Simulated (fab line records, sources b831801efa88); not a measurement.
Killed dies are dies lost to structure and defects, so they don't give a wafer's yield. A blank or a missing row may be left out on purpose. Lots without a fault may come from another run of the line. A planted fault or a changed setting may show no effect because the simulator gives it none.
fab line records | flow sky130
record lots=6 wafers=18 last_day=50
route steps=708 shown LDD_HVN@274 LDD_HVP@278 LDD_LDN@289 PAD_OPEN@708
lots that met no fault: from a run of the same line without faults
start_h: hours from the record's first day to the start of the lot's first wafer shown | wait_h: hours since the lot's step before | " the same as in the row above | L1.1+2: a row that stands for several wafers | - no value, or no start given | * or withheld: withheld | < > ~ a bound
route shown NAME@n: a module of which the file shows steps, and the number in the route of the first | usual: mean/standard deviation of fault-free wafers | same: alike in all rows | chamber/n: place in a boat | sites: the reading at each site | _std_site: their standard deviation | _edge_site: outer sites' mean less inner sites' | radius_mm: how far each site lies from the wafer's centre | mask NAME#n: copy n | behind: the tool/chamber that last shaped the wafer | hold: why the lot was held/for how many hours/how that ended | device: the transistor (n, p or np) that didn't switch | end of line: the same wafers' tests at the end of the route | a step without rows: its recipe alone | killed: dies lost to structure and defects at the first sort, not the wafer's yield | map: a wafer's dies, x killed, . not, _ none there
set.NAME: the setting as run; set.NAME@STEP: as run at that earlier step | model.NAME: the simulator's own value behind a step, which no gauge read
lots at some steps of the route; a table a step, a row a wafer
services: from which hour (start_h, from the record's first day; less than 0 if before it) a tool's chamber was out of use, for how many hours, and why
## steps
# step SKY_LDD_HVN_OVL_MEAS_07
# usual LDD_HVN_OVL=-1.0/1.5
# columns lot.wafer tool chamber start_h wait_h LDD_HVN_OVL[nm]
L554.2 overlay-01 - 480.42 0.1 -2.5
L554.3 " - " " -1.3
L554.4 " - " " -0.7
L560.2 overlay-02 - 552.88 0.1 -0.4
L560.4 " - " " -0.4
L560.5 " - " " -2.1
L563.3 overlay-02 - 572.81 0.1 -1.2
L563.4 " - " " -0.3
L563.5 " - " " 0.2
L566.1 overlay-02 - 624.26 0.1 -1.4
L566.3 " - " " -1.5
L566.4 " - " " -1.0
L567.2 overlay-01 - 636.75 0.1 -2.1
L567.3 " - " " 0.1
L567.4 " - " " 0.0
L572.1 overlay-01 - 663.02 0.1 -2.4
L572.2 " - " " -2.8
L572.6 " - " " 0.0
# step SKY_LDD_HVN_IMPLANT_08
# recipe species=P energy_kev=60 dose_cm2=3e+13 tilt_deg=40
# step SKY_LDD_HVN_STRIP_09
# recipe chemistry=O2/N2 power_w=1400 pressure_mtorr=1500 platen_temp_c=withheld o2_flow_sccm=3000 n2_flow_sccm=300 overash_fraction=0.5
# usual chamber_pressure_mTorr=1500.1/1.3 drypump_motor_current_A=5.6/0.34 oes_product_au=0.408/0.0043 strip_time_to_endpoint_s=4.134/0.013
# columns lot.wafer tool chamber start_h wait_h chamber_pressure_mTorr drypump_motor_current_A oes_product_au rf_hours_counter_h strip_time_to_endpoint_s
L554.2 plasma_asher-02 1 480.60 0.1 1501.9 5.0 0.412 5 4.144
L554.3 " 1 " " 1500.1 5.0 0.405 - 4.149
L554.4 " 0 " " 1499.6 6.0 0.401 - 4.143
L560.2 plasma_asher-02 1 553.06 0.1 1501.7 5.0 0.417 12 4.138
L560.4 " 1 " " 1501.6 5.0 0.407 - 4.117
L560.5 " 1 " " 1498.9 5.0 0.407 - 4.127
L563.3 plasma_asher-02 0 573.02 0.1 1498.2 6.0 0.408 - 4.151
L563.4 " 1 " " 1500.4 5.0 0.410 - 4.131
L563.5 " 0 " " 1501.5 6.0 0.409 - 4.137
L566.1 plasma_asher-02 0 624.45 0.1 1500.4 6.0 0.411 19 4.145
L566.3 " 1 " " 1498.7 5.0 0.407 - 4.141
L566.4 " 0 " " 1499.4 5.9 0.413 - 4.136
L567.2 plasma_asher-02 0 636.93 0.1 1499.1 6.0 0.411 21 4.132
L567.3 " 0 " " 1501.8 6.0 0.411 - 4.144
L567.4 " 1 " " 1498.8 5.0 0.407 - 4.151
L572.1 plasma_asher-01 1 663.21 0.1 1499.1 5.9 0.408 85 4.132
L572.2 " 0 " " 1499.5 5.5 0.406 85 4.111
L572.6 " 1 " " 1499.2 5.9 0.415 - 4.119
# step SKY_LDD_HVN_TW_MEAS_10
# usual LDD_HVN_TW=1434/7.7
# columns lot.wafer tool chamber start_h wait_h LDD_HVN_TW
L554.2 film_metro-03 - 480.71 0.1 1436
L554.3 " - " " 1432
L554.4 " - " " 1426
L560.2 film_metro-04 - 553.17 0.1 1441
L560.4 " - " " 1436
L560.5 " - " " 1444
L563.3 film_metro-04 - 573.10 0.1 1442
L563.4 " - " " 1441
L563.5 " - " " 1444
L566.1 film_metro-03 - 624.55 0.1 1430
L566.3 " - " " 1421
L566.4 " - " " 1418
L567.2 film_metro-03 - 637.04 0.1 1422
L567.3 " - " " 1423
L567.4 " - " " 1427
L572.1 film_metro-02 - 663.31 0.1 1426
L572.2 " - " " 1433
L572.6 " - " " 1431
# step SKY_LDD_HVP_DEHYDRATE_00
# recipe temp_c=200 time_s=60
# step SKY_LDD_HVP_HMDS_01
# recipe prime_time_s=60 prime_temp_c=120
# step SKY_LDD_HVP_COAT_02
# recipe resist=NOVOLAK spin_rpm=3000 resist_thk_nm=300
# step SKY_LDD_HVP_SOFTBAKE_03
# recipe temp_c=90 time_s=60 resist=NOVOLAK
# step SKY_LDD_HVP_EXPOSE_04
# recipe mask_id=HVPTM na=0.6 source_shape=conventional sigma_outer=0.6 polarization=unpolarized target_cd_nm=700 dose_mj=86
# step SKY_LDD_HVP_PEB_05
# recipe temp_c=withheld time_s=* resist=NOVOLAK
# step SKY_LDD_HVP_DEVELOP_06
# recipe resist=NOVOLAK developer=TMAH develop_time_s=60 dev_temp_c=23
# step SKY_LDD_HVP_OVL_MEAS_07
# usual LDD_HVP_OVL=0.6/1.5
# columns lot.wafer tool chamber start_h wait_h LDD_HVP_OVL[nm]
L554.2 overlay-02 - 510.17 0.1 2.9
L554.3 " - " " 1.6
L554.4 " - " " 2.4
L560.2 overlay-01 - 583.58 0.1 0.9
L560.4 " - " " 0.2
L560.5 " - " " 0.5
L563.3 overlay-02 - 601.42 0.1 -0.1
L563.4 " - " " -0.5
L563.5 " - " " -1.0
L566.1 overlay-02 - 653.01 0.1 -1.6
L566.3 " - " " -0.9
L566.4 " - " " -1.9
L567.2 overlay-02 - 665.18 0.1 -0.1
L567.3 " - " " 2.3
L567.4 " - " " 1.2
L572.1 overlay-02 - 691.11 0.1 1.6
L572.2 " - " " 1.0
L572.6 " - " " -0.7
# step SKY_LDD_HVP_IMPLANT_08
# recipe species=B energy_kev=20 dose_cm2=1.7e+13 tilt_deg=17.9
# usual beam_energy_keV=20.001/0.0063 beam_on_s=10.00/0.2
# columns lot.wafer tool chamber start_h wait_h beam_energy_keV beam_on_s model.implant.rp_nm model.implant.drp_nm
L554.2 implanter-02 0 510.22 0.0 20.010 10.09 63.53 28.53
L554.3 " 0 " " 19.997 9.77 63.53 28.53
L554.4 " 0 " " 20.010 10.13 63.53 28.53
L560.2 implanter-01 0 583.63 0.0 24.544 10.08 79.65 35.13
L560.4 " 0 " " 24.541 10.19 79.65 35.13
L560.5 " 0 " " 24.551 10.48 79.65 35.13
L563.3 implanter-01 0 601.49 0.1 24.547 10.05 78.63 35.13
L563.4 " 0 " " 24.545 10.21 78.63 35.13
L563.5 " 0 " " 24.550 9.70 78.63 35.13
L566.1 implanter-04 0 653.05 0.0 20.006 10.17 63.07 28.53
L566.3 " 0 " " 19.997 9.85 63.07 28.53
L566.4 " 0 " " 20.006 9.96 63.07 28.53
L567.2 implanter-01 0 665.23 0.0 20.017 10.05 64.27 28.53
L567.3 " 0 " " 20.002 9.85 64.27 28.53
L567.4 " 0 " " 20.008 9.81 64.27 28.53
L572.1 implanter-04 0 691.14 0.0 20.004 10.04 64.7 28.53
L572.2 " 0 " " 20.003 9.99 64.7 28.53
L572.6 " 0 " " 20.001 10.07 64.7 28.53
# step SKY_LDD_HVP_STRIP_09
# recipe chemistry=O2/N2 power_w=1400 pressure_mtorr=1500 platen_temp_c=withheld o2_flow_sccm=3000 n2_flow_sccm=300 overash_fraction=0.5
# usual chamber_pressure_mTorr=1500.1/1.2 drypump_motor_current_A=5.6/0.35 oes_product_au=0.408/0.0048 strip_time_to_endpoint_s=4.137/0.015
# columns lot.wafer tool chamber start_h wait_h chamber_pressure_mTorr drypump_motor_current_A oes_product_au rf_hours_counter_h strip_time_to_endpoint_s
L554.2 plasma_asher-01 0 510.35 0.1 1500.3 5.5 0.413 71 4.120
L554.3 " 1 " " 1499.5 5.9 0.405 - 4.148
L554.4 " 0 " " 1499.0 5.5 0.412 - 4.148
L560.2 plasma_asher-04 1 583.76 0.1 1503.6 5.8 0.406 85 4.160
L560.4 " 0 " " 1501.5 5.8 0.408 - 4.140
L560.5 " 0 " " 1500.8 5.8 0.409 - 4.144
L563.3 plasma_asher-01 0 601.63 0.1 1498.9 5.5 0.409 - 4.141
L563.4 " 1 " " 1502.6 5.9 0.405 - 4.148
L563.5 " 0 " " 1498.9 5.5 0.409 - 4.127
L566.1 plasma_asher-01 1 653.20 0.1 1500.1 5.9 0.402 84 4.128
L566.3 " 0 " " 1497.9 5.5 0.417 - 4.120
L566.4 " 1 " " 1501.7 5.9 0.413 - 4.122
L567.2 plasma_asher-01 0 665.36 0.1 1499.4 5.5 0.406 85 4.155
L567.3 " 0 " " 1500.6 5.5 0.412 - 4.150
L567.4 " 1 " " 1499.4 5.9 0.406 - 4.145
L572.1 plasma_asher-01 1 691.29 0.1 1500.6 5.9 0.415 88 4.171
L572.2 " 0 " " 1500.7 5.5 0.400 88 4.139
L572.6 " 1 " " 1501.0 5.9 0.410 - 4.156
# step SKY_LDD_HVP_TW_MEAS_10
# usual LDD_HVP_TW=456.2/1.8
# columns lot.wafer tool chamber start_h wait_h LDD_HVP_TW
L554.2 film_metro-01 - 510.51 0.1 457.2
L554.3 " - " " 453.8
L554.4 " - " " 455.4
L560.2 film_metro-01 - 583.87 0.1 475.4
L560.4 " - " " 478.2
L560.5 " - " " 475.6
L563.3 film_metro-02 - 601.71 0.1 477.1
L563.4 " - " " 476.9
L563.5 " - " " 479.2
L566.1 film_metro-01 - 653.30 0.1 457.4
L566.3 " - " " 457.5
L566.4 " - " " 457.8
L567.2 film_metro-01 - 665.47 0.1 459.4
L567.3 " - " " 459.4
L567.4 " - " " 455.9
L572.1 film_metro-02 - 691.39 0.1 455.8
L572.2 " - " " 455.2
L572.6 " - " " 457.8
# step SKY_LDD_LDN_DEHYDRATE_00
# recipe temp_c=200 time_s=60
# step SKY_PAD_OPEN_PROBE_99
# usual killed_at_M0_to_M3=44/7.2 killed_at_M4_up=3.0/1.8 killed_at_contacts=24/5.4 killed_at_front_end=14/4.4 killed_at_other=0.4/0.64 killed_dies=86/9.4 killed_on_rim=17/3.8 killed_open=47/7.7 killed_short=39/5.8
# same gross_dies=492 killed_at_back_side=0
# columns lot.wafer tool chamber start_h wait_h killed_at_M0_to_M3 killed_at_M4_up killed_at_contacts killed_at_front_end killed_at_other killed_dies killed_on_rim killed_open killed_short model.etest.tip_p_5v.rs_ohm_sq model.etest.pfet_g5v0d10v5.off_log10_a_um model.etest.pfet_g5v0d10v5.vt_sat_v
L554.2 prober-01 - 1087.61 0.1 38 5 26 16 0 85 22 45 40 2849 -12.6 -0.642
L554.3 prober-01 - 1087.66 0.2 27 5 25 14 0 71 15 36 35 2852 -12.43 -0.6327
L554.4 prober-01 - 1087.71 0.2 42 2 26 7 0 77 16 38 39 2842 -12.52 -0.6413
L560.2 prober-02 - 1132.13 0.1 55 4 21 9 3 92 22 52 38 2768 -12.13 -0.5864
L560.4 prober-02 - 1132.23 0.2 50 4 14 17 0 85 15 54 31 2747 -12.2 -0.5913
L560.5 prober-02 - 1132.28 0.2 50 4 27 19 0 100 13 57 43 2744 -12 -0.5819
L563.3 prober-01 - 1142.33 0.2 36 10 24 17 0 87 21 56 31 2765 -12.04 -0.5785
L563.4 prober-01 - 1142.38 0.2 42 1 32 14 0 89 18 51 38 2768 -12.1 -0.5957
L563.5 prober-01 - 1142.43 0.2 45 4 21 14 0 84 13 40 44 2774 -12.12 -0.5937
L566.1 prober-01 - 1172.17 0.1 43 2 28 21 1 95 24 55 40 2889 -12.73 -0.6362
L566.3 prober-01 - 1172.27 0.2 41 3 21 19 0 84 16 43 41 2854 -12.76 -0.6621
L566.4 prober-01 - 1172.32 0.2 46 1 17 13 0 77 18 44 33 2882 -12.61 -0.6326
L567.2 prober-02 - 1187.42 0.1 61 7 22 9 0 99 20 54 45 2845 -12.55 -0.65
L567.3 prober-02 - 1187.47 0.2 47 6 27 9 0 89 12 49 40 2875 -12.68 -0.6519
L567.4 prober-02 - 1187.52 0.2 45 7 33 14 0 99 20 55 44 2871 -12.62 -0.6301
L572.1 prober-02 - 1201.33 0.1 44 1 31 12 0 88 18 53 35 2831 -12.52 -0.6245
L572.2 prober-02 - 1201.38 0.1 30 4 29 11 0 74 17 40 34 2854 -12.39 -0.621
L572.6 prober-02 - 1201.58 0.2 39 4 16 15 0 74 18 37 37 2879 -12.68 -0.6436
# killed by level:class
L554.2 CONTACT:geometric_particle:open=8 VIA1:geometric_particle:open=8 LOCAL_INTERCONNECT:geometric_particle:short=7 VIA2:geometric_particle:open=7 POLY_GATE:geometric_particle:open=6 METAL3:geometric_particle:short=6 VIA3:geometric_particle:open=6 METAL4:geometric_particle:short=5
L554.3 LI_CONTACT:geometric_particle:open=7 VIA1:geometric_particle:open=6 FIELD_ISO:geometric_particle:open=5 LI_CONTACT:geometric_particle:short=5 LOCAL_INTERCONNECT:geometric_particle:short=5 CONTACT:geometric_particle:open=5 METAL2:geometric_particle:short=5 METAL1:geometric_particle:open=3
L554.4 VIA1:geometric_particle:open=12 VIA1:geometric_particle:short=5 LI_CONTACT:geometric_particle:open=5 LOCAL_INTERCONNECT:geometric_particle:short=5 CONTACT:geometric_particle:open=5 METAL2:geometric_particle:short=5 LI_CONTACT:geometric_particle:short=4 LOCAL_INTERCONNECT:geometric_particle:open=4
L560.2 VIA1:geometric_particle:open=15 VIA1:geometric_particle:short=11 CONTACT:geometric_particle:open=9 VIA3:geometric_particle:open=8 VIA2:geometric_particle:open=7 LI_CONTACT:geometric_particle:open=5 METAL2:geometric_particle:short=5 VIA2:geometric_particle:short=4
L560.4 VIA3:geometric_particle:open=9 VIA1:geometric_particle:open=9 VIA2:geometric_particle:open=8 CONTACT:geometric_particle:open=7 FIELD_ISO:geometric_particle:open=6 METAL2:geometric_particle:short=5 VIA3:geometric_particle:short=5 POLY_GATE:geometric_particle:open=4
L560.5 VIA1:geometric_particle:open=12 CONTACT:geometric_particle:open=9 METAL1:geometric_particle:short=8 VIA2:geometric_particle:open=7 LI_CONTACT:geometric_particle:open=6 METAL2:geometric_particle:short=6 FIELD_ISO:geometric_particle:short=5 FIELD_ISO:geometric_particle:open=5
L563.3 CONTACT:geometric_particle:open=15 VIA3:geometric_particle:open=9 FIELD_ISO:geometric_particle:open=7 METAL4:geometric_particle:short=7 LI_CONTACT:geometric_particle:open=6 VIA1:geometric_particle:open=6 METAL2:geometric_particle:short=5 POLY_GATE:geometric_particle:open=3
L563.4 CONTACT:geometric_particle:open=12 VIA1:geometric_particle:open=9 FIELD_ISO:geometric_particle:open=7 LI_CONTACT:geometric_particle:open=7 VIA3:geometric_particle:open=6 METAL1:geometric_particle:short=5 FIELD_ISO:geometric_particle:short=4 LI_CONTACT:geometric_particle:short=4
L563.5 CONTACT:geometric_particle:open=12 VIA1:geometric_particle:open=10 METAL1:geometric_particle:short=6 VIA2:geometric_particle:short=6 VIA1:geometric_particle:short=5 VIA2:geometric_particle:open=5 VIA3:geometric_particle:open=5 POLY_CUT:geometric_particle:short=4
L566.1 VIA1:geometric_particle:open=14 LI_CONTACT:geometric_particle:open=9 CONTACT:geometric_particle:open=8 VIA2:geometric_particle:open=8 VIA3:geometric_particle:open=7 POLY_GATE:geometric_particle:short=6 CONTACT:geometric_particle:short=6 METAL2:geometric_particle:short=6
L566.3 VIA1:geometric_particle:open=11 FIELD_ISO:geometric_particle:short=7 CONTACT:geometric_particle:open=7 CONTACT:geometric_particle:short=6 VIA2:geometric_particle:open=6 FIELD_ISO:geometric_particle:open=5 METAL2:geometric_particle:short=5 LI_CONTACT:geometric_particle:open=4
L566.4 VIA1:geometric_particle:open=13 CONTACT:geometric_particle:open=8 METAL1:geometric_particle:short=5 METAL2:geometric_particle:short=5 VIA2:geometric_particle:open=5 VIA1:geometric_particle:short=4 VIA2:geometric_particle:short=4 VIA3:geometric_particle:open=4
L567.2 VIA1:geometric_particle:open=12 LI_CONTACT:geometric_particle:open=10 CONTACT:geometric_particle:open=9 METAL1:geometric_particle:short=8 METAL4:geometric_particle:short=7 VIA2:geometric_particle:open=7 VIA2:geometric_particle:short=7 METAL2:geometric_particle:short=6
L567.3 VIA1:geometric_particle:open=13 LI_CONTACT:geometric_particle:open=10 CONTACT:geometric_particle:open=10 VIA1:geometric_particle:short=8 VIA2:geometric_particle:open=5 METAL1:geometric_particle:short=4 LI_CONTACT:geometric_particle:short=4 VIA3:geometric_particle:open=4
L567.4 CONTACT:geometric_particle:open=12 LI_CONTACT:geometric_particle:open=10 VIA1:geometric_particle:open=10 VIA2:geometric_particle:open=7 VIA2:geometric_particle:short=6 FIELD_ISO:geometric_particle:short=5 CONTACT:geometric_particle:short=5 METAL2:geometric_particle:short=5
L572.1 VIA1:geometric_particle:open=13 CONTACT:geometric_particle:open=12 VIA3:geometric_particle:open=9 LI_CONTACT:geometric_particle:open=8 LOCAL_INTERCONNECT:geometric_particle:short=6 METAL1:geometric_particle:short=5 POLY_GATE:geometric_particle:open=4 CONTACT:geometric_particle:short=4
L572.2 CONTACT:geometric_particle:open=10 LI_CONTACT:geometric_particle:open=8 METAL2:geometric_particle:short=6 VIA2:geometric_particle:open=6 CONTACT:geometric_particle:short=5 LOCAL_INTERCONNECT:geometric_particle:short=4 FIELD_ISO:geometric_particle:open=3 POLY_GATE:geometric_particle:short=3
L572.6 VIA1:geometric_particle:open=10 CONTACT:geometric_particle:open=6 METAL2:geometric_particle:short=6 METAL1:geometric_particle:short=5 VIA2:geometric_particle:open=5 POLY_GATE:geometric_particle:short=4 LOCAL_INTERCONNECT:geometric_particle:short=4 FIELD_ISO:geometric_particle:open=3
## services
# columns tool chamber start_h hours kind
plasma_asher-01 - 460.53 2.8 pm
implanter-04 - 495.56 18.3 pm
plasma_asher-02 - 532.47 2.0 repair
implanter-04 - 558.59 3.3 pm
implanter-02 - 561.16 2.3 repair
implanter-02 - 593.20 0.7 repair
implanter-02 - 603.17 1.2 repair
implanter-02 - 633.39 2.6 pm
plasma_asher-01 - 634.97 14.6 pm
implanter-04 - 643.70 1.0 repair
implanter-01 - 677.95 6.5 pm
## key
first_sign step=SKY_LDD_HVP_IMPLANT_08 reading=beam_energy_keV direction=up sigmas=99+ usual=* struck=*
effect step=SKY_LDD_HVP_TW_MEAS_10 reading=LDD_HVP_TW direction=up sigmas=12 usual=456.2 struck=477.1
model_effect step=SKY_LDD_HVP_IMPLANT_08 value=implant.rp_nm without=64.64 struck=79.14
model_effect step=SKY_PAD_OPEN_PROBE_99 value=etest.tip_p_5v.rs_ohm_sq without=2856 struck=2761
met_at SKY_LDD_HVP_IMPLANT_08
struck_wafers L560.2,L560.4,L560.5,L563.3,L563.4,L563.5
tester_left_out L560,L563
fault kind=process_parameter_drift tool=implanter-01 chamber=- onset_h=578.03 steps=SKY_LDD_HVP_IMPLANT_08 channel=energy_kev offset=* shape=step end_h=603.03 acts_in=* stated=*
# tester_left_out: of these lots the tester's yield and bins aren't shown, on N5 and GAA mostly nor the transistor test; their killed dies are dies lost to structure and defects alone, not to doping, threshold or leakage, so they don't give the yield
